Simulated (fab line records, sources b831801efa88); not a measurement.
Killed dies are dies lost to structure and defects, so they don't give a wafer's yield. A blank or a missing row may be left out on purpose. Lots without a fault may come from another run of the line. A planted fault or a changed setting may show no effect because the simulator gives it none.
Which tool did it? | flow sky130 | 11 lots, 31 wafers sampled, at 1 step of a route of 708

WHAT THE GAUGES READ, wafer by wafer
SKY_VIA1_THK_MEAS_23: measures by xrf.
lot  | measured     | on            | VIA1_W_THK (nm)
L251 | day 33 18:50 | film_metro-03 | 280 281 282
L252 | day 33 21:40 | film_metro-02 | 280 282 280
L253 | day 34 10:43 | film_metro-03 | 277 281 279
L262 | day 38 04:54 | film_metro-04 | 279 276
L263 | day 38 14:29 | film_metro-04 | 282 277
L264 | day 38 18:19 | film_metro-04 | 281 283 275
L265 | day 38 18:31 | film_metro-03 | 275 279 278
L268 | day 39 11:34 | film_metro-04 | 274 277 275
L270 | day 40 09:32 | film_metro-02 | 280 279 280
L271 | day 40 15:40 | film_metro-04 | 274 276 276
L273 | day 40 17:46 | film_metro-03 | 275 274 271

WHICH TOOL RAN EACH LOT (tool, then ch and the chambers of the sampled wafers, then the start)
The record holds no process step before these readings.

THE ANSWER, worked out from the rows above alone
Rule: what is usual is taken from the lots themselves. Put in order of their means at a reading, lots are off if they are a third of the lots or fewer, leave a main group of 4 or more, and stand apart from it by a gap of 3 or more times the standard deviation of the main group's means; of several such gaps the widest counts. A main group whose means are all the same, to the digits that the tables above print for the reading, isn't used. A lot without any number at a reading at which 4 lots or more have one is off too. The other lots that the step has rows for count as sound.
No lot is off at any reading shown: from this, nothing can be told.

WHAT THE SIMULATOR HAD PUT IN
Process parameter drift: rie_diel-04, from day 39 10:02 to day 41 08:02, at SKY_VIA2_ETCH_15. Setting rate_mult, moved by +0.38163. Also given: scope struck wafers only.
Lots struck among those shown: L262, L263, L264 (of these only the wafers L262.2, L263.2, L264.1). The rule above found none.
